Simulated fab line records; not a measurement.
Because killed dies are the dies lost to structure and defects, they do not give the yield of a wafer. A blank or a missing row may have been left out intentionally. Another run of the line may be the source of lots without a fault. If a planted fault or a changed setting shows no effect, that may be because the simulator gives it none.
A lot that was struck, set against a sound lot -- flow sky130 -- 18 steps out of a route of 708
Sound: wafers L154.1, L154.4, L154.5. Wafers L140.1, L140.3, L140.5 were the ones struck. Last of all comes the cause.
Order at every step that has rows: each side's tool, ch and its chambers, its first start. Under that, the readings that differ: sound wafers -- struck wafers -- difference of the means -- sigmas: that difference in standard deviations of wafers without a fault.
alike: readings whose means differ by less than 2 such deviations, and words and numbers that are the same on both sides. not compared: withheld readings, readings that some wafer has no value for, bounds like >300 that may hide the same value, and numbers for which the record gives no deviation and whose values overlap.
The two part at a step that has a row with sigmas, a row that says differs or no value, or rows on one side only. Numbers that have no deviation but don't overlap get no sigmas and don't part them. Lack of a reading on every wafer of one side parts them only where that side has two or more wafers.

SKY_LDD_HVP_STRIP_09: strips in O2/N2.
  sound on plasma asher-04 ch 0,1, day 27 14:24; struck on plasma asher-03 ch 0,1, day 22 15:32
  alike: drypump motor current A, oes product au, strip time to endpoint s
  not compared: rf hours counter h
SKY_LDD_HVP_TW_MEAS_10:
  sound on film metro-01, day 27 14:30; struck on film metro-01, day 22 15:38
  alike: LDD_HVP_TW
then, 7 steps without rows for these wafers: SKY_LDD_LDN_DEHYDRATE_00 (time 60 s); SKY_LDD_LDN_HMDS_01 (prime time 60 s); SKY_LDD_LDN_COAT_02 (resist thk 1140 nm); SKY_LDD_LDN_SOFTBAKE_03 (time 60 s); SKY_LDD_LDN_EXPOSE_04 (exposes mask LDNTM, target cd 700 nm); SKY_LDD_LDN_PEB_05; SKY_LDD_LDN_DEVELOP_06 (develop time 60 s).
SKY_LDD_LDN_OVL_MEAS_07:
  sound on overlay-02, day 28 17:13; struck on overlay-01, day 23 21:49
  alike: LDD_LDN_OVL
then, 2 steps without rows for these wafers: SKY_LDD_LDN_IMPLANT_08; SKY_LDD_LDN_IMPLANT_09.
SKY_LDD_LDN_IMPLANT_10:
  sound on implanter-03 ch 0, day 28 17:32; struck on implanter-03 ch 0, day 23 22:28
after that, 1 step had no rows for these wafers: SKY_LDD_LDN_IMPLANT_11.
SKY_LDD_LDN_STRIP_12: strips in O2/N2.
  sound on plasma asher-04 ch 0,1, day 28 17:50; struck on plasma asher-01 ch 0,1, day 23 22:46
  alike: drypump motor current A, oes product au, strip time to endpoint s
  not compared: rf hours counter h
SKY_LDD_LDN_TW_MEAS_13:
  sound on film metro-04, day 28 17:56; struck on film metro-04, day 23 22:52
reading,sound,struck,difference,sigmas
LDD_LDN_TW,1453 1461 1452,1564 1551 1556,+102,+10
then, 1 step without rows for these wafers: SKY_LDD_LDN_CLEAN_14 (cleans in SC1/SC2, time 150 s).
-- a jump in the record: the struck wafers' starts before and after are 23 days apart (it breaks off in module LDD_LDN and resumes in module PAD_OPEN, where the first step shown is number 708 of the route) --
SKY_PAD_OPEN_PROBE_99:
  sound on prober-01, day 49 20:56; struck on prober-02, day 46 14:38
reading,sound,struck,difference,sigmas
model.etest.tip sonos.rs ohm sq,2628 2573 2644,2319 2262 2304,-320,
  alike: killed_at_M0_to_M3, killed_at_M4_up, killed at contacts, killed at front end, killed at other, killed dies, killed open, killed short

WHERE THEY PART
Within this record, at SKY_LDD_LDN_TW_MEAS_13 only. Later steps at which nothing parts them and some readings are alike: SKY_PAD_OPEN_PROBE_99.

WHY: what the simulator had put in
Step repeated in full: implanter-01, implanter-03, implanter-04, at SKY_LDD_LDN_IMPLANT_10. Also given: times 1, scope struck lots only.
